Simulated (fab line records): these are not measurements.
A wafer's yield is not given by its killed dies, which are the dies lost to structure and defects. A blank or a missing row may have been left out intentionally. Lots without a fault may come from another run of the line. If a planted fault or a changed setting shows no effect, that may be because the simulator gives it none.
Comparing a struck lot with a sound one    flow sky130    15 steps out of a route of 708
Sound: the wafers L467.1, L467.2, L467.3. Struck: wafer L466.5. (L466.1, L466.4 of the same lot were not struck and are left out.) The cause comes at the end.
Per side, at each step with rows, come the tool, then ch with its chambers, and then its first start. Under that, the readings that differ: sound wafers    struck wafers    difference of the means    sigmas: that difference in standard deviations of wafers without a fault.
alike: same words and numbers on both sides, and readings whose means sit less than 2 such deviations apart. not compared: any withheld reading, any reading some wafer has no value for, any bound like >300 that may hide the same value, and any number with overlapping values for which the record gives no deviation.
Wherever a step has rows on one side only, a row that says differs or no value, or a row with sigmas, the two part there. Numbers that have no deviation but don't overlap get no sigmas and don't part them. A reading missing from all wafers of one side parts the sides only when that side holds two or more wafers.

first, 3 steps without rows for these wafers: SKY_PASSIVATION_EXPOSE_08 (exposes mask NSM, target cd 3000 nm); SKY_PASSIVATION_PEB_09; SKY_PASSIVATION_DEVELOP_10 (develop time 60 s).
SKY_PASSIVATION_ETCH_11: etches the open film in CF4/O2, stops on AlCu, target depth 725 nm, time 161.1 s.
  sound on rieDiel-03 ch 0,1,2, day 50 18:47; struck on rieDiel-03 ch 1, day 50 17:26
reading              sound              struck  difference  sigmas
oesProductAu (a.u.)  0.967 0.967 0.967  0.985   +0.018      +3
  alike: drypumpMotorCurrentA, throttleValvePct
  not compared: rfHoursCounterH
SKY_PASSIVATION_STRIP_12: strips in O2/N2.
  sound on plasmaAsher-04 ch 0,1, day 50 18:54; struck on plasmaAsher-04 ch 1, day 50 17:33
  alike: drypumpMotorCurrentA, oesProductAu, stripTimeToEndpointS
  not compared: rfHoursCounterH
then, 7 steps without rows for these wafers: SKY_PAD_OPEN_DEHYDRATE_00 (time 60 s); SKY_PAD_OPEN_HMDS_01 (prime time 60 s); SKY_PAD_OPEN_COAT_02 (resist thk 3000 nm); SKY_PAD_OPEN_SOFTBAKE_03; SKY_PAD_OPEN_EXPOSE_04 (exposes mask PDM, target cd 60000 nm); SKY_PAD_OPEN_PEB_05; SKY_PAD_OPEN_DEVELOP_06 (develop time 60 s).
SKY_PAD_OPEN_ETCH_07: etches the open film in CF4/O2, stops on AlCu, target depth 725 nm, time 161.1 s.
  sound on rieDiel-04 ch 0,2,3, day 51 10:40; struck on rieDiel-03 ch 2, day 51 10:19
reading                             sound              struck  difference  sigmas
oesProductAu (a.u.)                 0.980 0.979 0.967  0.793   -0.182      -29
throttleValvePct (%)                5.945 5.969 5.970  5.934   -0.027      -3
model.etch.depthNm (nm)             699.1 698.3 697.5  496.2   -202.1      
model.PAD_OPEN.featureDepthNm (nm)  699.1 698.3 697.5  496.2   -202.1      
  alike: drypumpMotorCurrentA
  not compared: rfHoursCounterH
SKY_PAD_OPEN_STRIP_08: strips in O2/N2.
  sound on plasmaAsher-02 ch 0,1, day 51 10:46; struck on plasmaAsher-01 ch 1, day 51 10:25
reading                   sound              struck  difference  sigmas
drypumpMotorCurrentA (A)  6.1 6.0 6.1        5.1     -1.0        -2
oesProductAu (a.u.)       0.672 0.663 0.667  0.659   -0.008      -2
  not compared: rfHoursCounterH
SKY_PAD_OPEN_PROBE_99:
  sound: prober-02 at day 51 13:02; struck: prober-01 at day 51 12:51
reading                                   sound              struck  difference  sigmas
defectLimitedYield (%)                    82.1 80.7 86.8     0       -83         -46
killedAtFrontEnd                          17 17 14           7       -9          -2
killedAtOther                             1 0 0              422     +422        +99 or more
killedDies                                88 95 65           492     +409        +46
killedOnRim                               13 14 11           96      +83         +23
sort_bin_5_function (%)                   10.8 12.2 8.3      95.1    +84.7       +60
sortNPass                                 404 397 427        0       -409        -46
sortYieldPct (%)                          82.1 80.7 86.8     0       -83         -46
model.etest.tester.sortNPass              404 397 427        0       -409        
model.etest.tester.sortYieldPct (%)       82.11 80.69 86.79  0       -83         
model.etest.tester.sort_bin_5_pct (%)     10.77 12.2 8.333   95.12   +84.69      
model.etest.met1Comb.underFloor           0 0 0              1       +1          
model.etest.diodeNdiffFingers.underFloor  0 0 0              1       +1          
model.etest.capOno.open                   0 0 0              1       +1          
model.etest.capThinOxide.open             0 0 0              1       +1          
model.etest.met3.open                     0 0 0              1       +1          
  alike: killed_at_M0_to_M3, killed_at_M4_up, killedAtContacts, killedOpen, killedShort, sort_bin_3_pad_short, sort_bin_6_memory

WHERE THEY PART
First at SKY_PASSIVATION_ETCH_11; last, within this record, at SKY_PAD_OPEN_PROBE_99.

WHY: whatever the simulator had introduced
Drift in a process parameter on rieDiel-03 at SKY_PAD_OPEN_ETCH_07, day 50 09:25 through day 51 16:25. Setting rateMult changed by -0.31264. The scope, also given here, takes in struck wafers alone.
